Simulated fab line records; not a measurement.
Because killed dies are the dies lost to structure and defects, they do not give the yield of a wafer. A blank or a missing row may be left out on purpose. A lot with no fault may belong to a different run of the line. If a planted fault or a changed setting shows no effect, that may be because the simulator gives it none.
Comparing a struck lot with a sound one :: flow sky130 :: 22 steps out of a route of 708
Sound: wafers L385.3, L385.5, L385.6. Struck: wafers L402.2, L402.5, L402.6. The cause is named last.
For every step that has rows: the tool of each side, followed by ch and its chambers, followed by its first start. Under that, the readings that differ: sound wafers :: struck wafers :: difference of the means :: sigmas: that difference in standard deviations of wafers without a fault.
alike: a reading whose means differ by less than 2 such deviations, as well as words and numbers matching on both sides. not compared: withheld readings; readings where some wafer has no value; bounds like >300 that might hide an equal value; numbers whose values overlap and for which the record gives no deviation.
A row with sigmas, a row that says differs or no value, or rows on one side alone: a step with any of these is where the two part. Numbers that don't overlap but have no deviation are shown without sigmas and don't part them. Lack of a reading on every wafer of one side parts them only where that side has two or more wafers.

first, 2 steps without rows for these wafers: SKY_RES_PROTECT_DEVELOP_06 (develop time 60 s); SKY_POLY_GATE_IMPLANT_02.
SKY_RES_PROTECT_STRIP_07: strips in O2/N2.
  sound on plasma_asher-01 ch 0,1, day 15 07:23; struck on plasma_asher-03 ch 0,1, day 21 18:05
reading: drypump_motor_current_A (A)
sound: 6.1 6.6 6.1
struck: 4.9 4.9 5.7
difference: -1.1
sigmas: -2
  alike: oes_product_au, strip_time_to_endpoint_s
  not compared: rf_hours_counter_h
SKY_RES_PROTECT_TW_MEAS_08:
  struck on film_metro-01, day 21 18:12; sound on film_metro-03, day 15 07:28
  alike: POLY_GATE_TW
then, 2 steps without rows for these wafers: SKY_RES_PROTECT_CLEAN_09 (cleans in SC1/SC2, time 150 s); SKY_POLY_GATE_CVD_03 (deposits Si3N4 from DCS/NH3, target thk 75 nm, time 1290 s).
SKY_POLY_GATE_THK_MEAS_04:
  struck on film_metro-01, day 21 19:40; sound on film_metro-01, day 15 10:37
  alike: POLY_GATE_CVD_03_THK
then, 5 steps without rows for these wafers: SKY_POLY_GATE_DEHYDRATE_05 (time 60 s); SKY_POLY_GATE_HMDS_06 (prime time 60 s); SKY_POLY_GATE_COAT_07 (resist thk 110 nm); SKY_POLY_GATE_COAT_08 (resist thk 450 nm); SKY_POLY_GATE_SOFTBAKE_09 (time 90 s).
SKY_POLY_GATE_EXPOSE_10: exposes mask P1M, target cd 150 nm.
  sound on krf_scanner-02 ch 0, day 16 00:41; struck on krf_scanner-02 ch 0, day 22 10:26
reading: exposure_dose_mJ_cm2
sound: 27.94 27.99 27.96
struck: 26.88 26.89 26.89
difference: -1.08
sigmas: -34
  alike: mask
then, 2 steps without rows for these wafers: SKY_POLY_GATE_PEB_11; SKY_POLY_GATE_DEVELOP_12 (develop time 60 s).
SKY_POLY_GATE_CD_MEAS_13: target cd 150 nm.
  struck on cd_sem-01, day 23 01:16; sound on cd_sem-01, day 16 15:32
reading: cd_nm (nm)
sound: 150.8 149.6 151.8
struck: 156.6 156.7 156.9
difference: +6.0
sigmas: +5
SKY_POLY_GATE_OVL_MEAS_14:
  struck on overlay-02, day 23 01:22; sound on overlay-01, day 16 15:37
  alike: POLY_GATE_OVL
SKY_POLY_GATE_ETCH_15: etches BARC in N2/H2, stops on SiO2, time 118.5 s, target depth 110 nm.
  sound on rie_diel-02 ch 0,2,3, day 16 15:39; struck on rie_diel-02 ch 0,3, day 23 01:24
reading: model.POLY_GATE.cd_nm (nm)
sound: 150.8 150.2 152.8
struck: 156.5 154.4 155.4
difference: +4.2
sigmas: 
  alike: bias_w, drypump_motor_current_A, oes_product_au, rf_fwd_power_W, throttle_valve_pct
  not compared: rf_hours_counter_h
SKY_POLY_GATE_ETCH_16: etches Si3N4 in CH3F/O2, stops on poly-Si, time 147.5 s, target depth 75 nm.
  sound on rie_diel-02 ch 0,2,3, day 16 15:44; struck on rie_diel-02 ch 0,3, day 23 01:29
  alike: bias_w, drypump_motor_current_A, oes_product_au, rf_fwd_power_W, throttle_valve_pct
  not compared: rf_hours_counter_h
SKY_POLY_GATE_ETCH_17: etches poly-Si in HBr/Cl2, stops on SiO2, target depth 180 nm, time 70.5 s.
  sound on rie_si-01 ch 0,1,3, day 16 15:50; struck on rie_si-02 ch 1,2,3, day 23 01:35
reading: model.POLY_GATE.cd_nm (nm)
sound: 151.5 150.3 151.8
struck: 157.1 153.2 156.1
difference: +4.3
sigmas: 
  alike: bias_w, drypump_motor_current_A, oes_product_au, rf_fwd_power_W, throttle_valve_pct
  not compared: rf_hours_counter_h
SKY_POLY_GATE_STRIP_18: strips in O2/N2.
  sound on plasma_asher-02 ch 0,1, day 16 15:55; struck on plasma_asher-04 ch 0,1, day 23 01:38
  alike: drypump_motor_current_A, oes_product_au, strip_time_to_endpoint_s
  not compared: rf_hours_counter_h
-- the record jumps here: 27 days lie between the struck wafers' starts before and after (it left off in module POLY_GATE and takes up again in module PAD_OPEN, whose first step shown is number 708 of the route) --
SKY_PAD_OPEN_PROBE_99:
  struck on prober-02, day 49 22:37; sound on prober-01, day 45 21:58
reading: model.etest.pfet_01v8.r_on_ohm_um
sound: 2894 2903 2904
struck: 2958 2972 3006
difference: +78
sigmas: 

reading: model.etest.nfet_01v8.r_on_ohm_um
sound: 844.5 833.8 826.9
struck: 875.8 865.9 853.7
difference: +30.1
sigmas: 

reading: model.etest.pfet_01v8.drive_ua_um
sound: 194.1 192 190.1
struck: 188.8 187.2 184.6
difference: -5.2
sigmas: 

reading: model.etest.res_poly.width_nm (nm)
sound: 96.34 94.95 96.37
struck: 101.9 98.08 100.9
difference: +4.4
sigmas: 

reading: model.etest.res_xhigh_po.width_nm (nm)
sound: 353.2 349.6 352.1
struck: 359.1 353.8 357.1
difference: +5.0
sigmas: 
  alike: killed_at_M0_to_M3, killed_at_M4_up, killed_at_contacts, killed_at_front_end, killed_at_other, killed_dies, killed_open, killed_short
  not compared: model.etest.res_poly.line_ohm_um, model.etest.sonos_uncharged.r_on_ohm_um, model.etest.res_high_po.width_nm

== WHERE THEY PART ==
Earliest at SKY_RES_PROTECT_STRIP_07; latest, in this record, at SKY_POLY_GATE_CD_MEAS_13. Later steps at which nothing parts them and some readings are alike: SKY_POLY_GATE_OVL_MEAS_14, SKY_POLY_GATE_ETCH_15, SKY_POLY_GATE_ETCH_16, SKY_POLY_GATE_ETCH_17, SKY_POLY_GATE_STRIP_18, SKY_PAD_OPEN_PROBE_99.

WHY: whatever the simulator had introduced
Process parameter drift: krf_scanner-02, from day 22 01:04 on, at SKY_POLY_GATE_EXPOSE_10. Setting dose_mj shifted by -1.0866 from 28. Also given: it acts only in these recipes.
